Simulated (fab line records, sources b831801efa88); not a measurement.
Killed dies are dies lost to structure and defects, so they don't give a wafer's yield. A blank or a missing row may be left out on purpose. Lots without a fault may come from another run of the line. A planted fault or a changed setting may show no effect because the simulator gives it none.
Which tool did it? | flow gf180mcu | 12 lots, 36 wafers sampled, at 1 step of a route of 602

WHAT THE GAUGES READ, wafer by wafer
GF_V2_RS_MEAS_24: measures by four-point-probe.
lot  | measured     | on            | V2_W_RS (ohm/sq)
L075 | day 20 09:28 | film_metro-04 | 0.332 0.336 0.334
L077 | day 21 01:55 | film_metro-03 | 0.330 0.328 0.329
L079 | day 21 23:13 | film_metro-04 | 0.329 0.327 0.327
L081 | day 23 02:49 | film_metro-04 | 0.330 0.330 0.328
L083 | day 23 18:27 | film_metro-01 | 0.334 0.336 0.333
L085 | day 24 09:43 | film_metro-03 | 0.328 0.329 0.335
L087 | day 24 20:32 | film_metro-04 | 0.327 0.331 0.326
L089 | day 25 13:23 | film_metro-01 | 0.325 0.328 0.324
L091 | day 26 04:32 | film_metro-01 | 0.329 0.332 0.329
L093 | day 26 22:36 | film_metro-03 | 0.329 0.325 0.327
L095 | day 27 16:17 | film_metro-03 | 0.330 0.330 0.328
L097 | day 28 03:04 | film_metro-01 | 0.333 0.329 0.328

WHICH TOOL RAN EACH LOT (tool, then ch and the chambers of the sampled wafers, then the start)
The record holds no process step before these readings.

THE ANSWER, worked out from the rows above alone
Rule: what is usual is taken from the lots themselves. Put in order of their means at a reading, lots are off if they are a third of the lots or fewer, leave a main group of 4 or more, and stand apart from it by a gap of 3 or more times the standard deviation of the main group's means; of several such gaps the widest counts. A main group whose means are all the same, to the digits that the tables above print for the reading, isn't used. A lot without any number at a reading at which 4 lots or more have one is off too. The other lots that the step has rows for count as sound.
No lot is off at any reading shown: from this, nothing can be told.

WHAT THE SIMULATOR HAD PUT IN
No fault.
